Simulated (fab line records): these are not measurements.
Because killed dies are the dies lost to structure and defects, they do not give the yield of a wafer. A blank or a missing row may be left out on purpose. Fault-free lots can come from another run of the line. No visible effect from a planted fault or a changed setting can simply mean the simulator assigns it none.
Which tool is to blame?    flow gf180mcu    Sampling: 12 lots, 36 wafers, 3 of 602 route steps

== WHAT THE GAUGES SHOWED, per wafer ==
GF_V1_THK_MEAS_01.
lot   measured      on             V1_CVD_00_THK (nm)
L075  day 17 16:19  film metro-04  601 609 600
L077  day 18 05:43  film metro-03  597 592 601
L079  day 18 22:32  film metro-01  592 596 597
L081  day 19 14:17  film metro-03  600 600 600
L083  day 20 11:52  film metro-04  597 604 590
L085  day 21 06:32  film metro-04  599 608 599
L087  day 22 01:26  film metro-04  600 592 604
L089  day 22 18:17  film metro-01  596 596 593
L091  day 23 09:16  film metro-01  599 610 604
L093  day 24 02:43  film metro-03  601 596 598
L095  day 24 18:53  film metro-01  607 598 612
L097  day 25 06:10  film metro-01  599 601 585

== EACH LOT AND THE TOOL THAT RAN IT (in order: tool; ch and the chambers of the sampled wafers; start) ==
lot   GF_CONTACT_STRIP_18                   GF_M1_SPUTTER_03
L075  plasma asher-04 ch 0,1, day 16 15:23  pvd sputter-03, day 16 16:47
L077  plasma asher-03 ch 0,1, day 17 04:58  pvd sputter-04, day 17 06:06
L079  plasma asher-02 ch 0,1, day 17 21:12  pvd sputter-01, day 17 22:20
L081  plasma asher-04 ch 0,1, day 18 11:33  pvd sputter-03, day 18 12:41
L083  plasma asher-04 ch 0,1, day 19 09:16  pvd sputter-01, day 19 10:24
L085  plasma asher-03 ch 0,1, day 20 04:07  pvd sputter-04, day 20 05:15
L087  plasma asher-03 ch 0,1, day 21 00:00  pvd sputter-03, day 21 01:18
L089  plasma asher-02 ch 0,1, day 21 16:46  pvd sputter-03, day 21 17:55
L091  plasma asher-02 ch 0,1, day 22 08:05  pvd sputter-01, day 22 09:11
L093  plasma asher-03 ch 0,1, day 23 01:29  pvd sputter-01, day 23 02:47
L095  plasma asher-04 ch 0,1, day 23 19:00  pvd sputter-04, day 23 20:14
L097  plasma asher-04 ch 0,1, day 24 06:28  pvd sputter-01, day 24 07:37
- GF_CONTACT_STRIP_18: strips in O2/N2.
- GF_M1_SPUTTER_03: material Ti, target thk 10 nm, time 6.7 s.

== THE ANSWER, worked out from the rows above alone ==
Rule: the lots themselves supply what counts as usual. The widest of any qualifying gaps counts: lots, ordered by their means at a reading, are off when they make up no more than a third of the lots, leave a main group of 4 or more, and stand apart from it by 3 or more times the standard deviation of that group's means. A main group is skipped when, at the precision printed for the reading in the tables above, its means are all equal. Also off: a lot with no number at a reading for which 4 or more lots have one. The other lots that the step has rows for count as sound.
Across all readings shown, no lot is off: no conclusion can be drawn from this.

== WHAT THE SIMULATOR HAD PUT IN ==
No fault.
